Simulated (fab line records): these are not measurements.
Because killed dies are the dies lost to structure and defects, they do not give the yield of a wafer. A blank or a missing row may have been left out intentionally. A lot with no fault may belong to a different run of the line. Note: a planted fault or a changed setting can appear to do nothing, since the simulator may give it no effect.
2 desks, one fault	flow gf180mcu	each desk holds nothing but its own numbers, with what lay behind them at the end

## DESK OF THE TOOL OWNER: pvdSputter-04
At GF_SALICIDE_SPUTTER_03 (material TiN, target thk 20 nm, time 16.7 s) the tool's own readings: per lot run on this tool, the mean of the sampled wafers that have a number. If a lot's mean is further than 4 standard deviations from the usual mean, the lot is out of limits and carries the mark OUT (the distance appears in the brackets).
Columns: A = throttleValvePct at GF_SALICIDE_SPUTTER_03, usual 29.6 %
lot	first seen here	A
L693	day 15 16:43	29.1
L697	day 17 05:58	29.4
L698	day 17 13:31	29.6
L700	day 18 07:10	28.6
L701	day 18 15:30	29.1
L702	day 19 06:25	29.3
Finding of this desk: none of the 6 lots has anything out of limits.

## FROM THE METROLOGY DESK
Means of the sampled wafers that have a number, per lot and without regard to the tool the lot ran on: this is what the gauges read. If a lot's mean is further than 4 standard deviations from the usual mean, the lot is out of limits and carries the mark OUT (the distance appears in the brackets).
Columns: A = HV_LDD_CVD_56_THK at GF_HV_LDD_THK_MEAS_57, usual 89.9 nm; B = SALICIDE_TIN_RS at GF_SALICIDE_RS_MEAS_04, usual 16.3 ohm/sq; C = SALICIDE_TIN_THK at GF_SALICIDE_THK_MEAS_05, usual 20.12 nm; D = cdNm at GF_CONTACT_CD_MEAS_14, usual 219.8 nm
lot	first seen here	A	B	C	D
L693	day 13 01:26	90.0	16.4	20.38	218.3
L694	day 13 04:58	90.0	16.6	20.02	221.2
L696	day 14 02:34	90.1	16.8	19.73	219.3
L697	day 14 10:37	90.5	16.1	20.46	220.4
L698	day 14 17:18	91.0	16.2	20.07	221.1
L700	day 15 09:37	90.2	15.9	20.32	220.5
L701	day 15 16:43	89.0	17.4	15.84 (-15) OUT	222.0
L702	day 16 07:13	89.8	17.6	16.34 (-13) OUT	219.5
L703	day 16 10:00	89.6	16.9	19.85	215.9
L704	day 16 15:13	88.9	16.5	20.04	218.4
L711	day 19 08:26	89.5	16.5	20.08	221.2
L713	day 19 19:49	88.4	16.4	20.18	218.1
L714	day 20 03:32	91.1	16.4	20.16	221.0
This desk's result: L701, L702 out of limits, first on L701 (SALICIDE_TIN_THK at GF_SALICIDE_THK_MEAS_05), day 18 15:39. L693, L694, L696, L697, L698, L700, L703, L704, L711, L713, L714: within limits.

## BROUGHT TOGETHER
At day 18 15:39 the metrology desk could have sounded an alarm, on L701, L702.
The tool owner's desk saw nothing out of limits.
Tool owner's desk: L701, L702 on record, inside its limits.
Every lot named ran GF_SALICIDE_SPUTTER_03 on pvdSputter-04.

## WHAT THE SIMULATOR HAD PUT IN
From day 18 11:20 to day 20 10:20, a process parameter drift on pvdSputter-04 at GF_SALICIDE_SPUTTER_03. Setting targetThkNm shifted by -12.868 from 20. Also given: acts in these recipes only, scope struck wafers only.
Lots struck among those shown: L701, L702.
Hours from the fault's start to each desk's first reading out of limits: the metrology desk, 4.
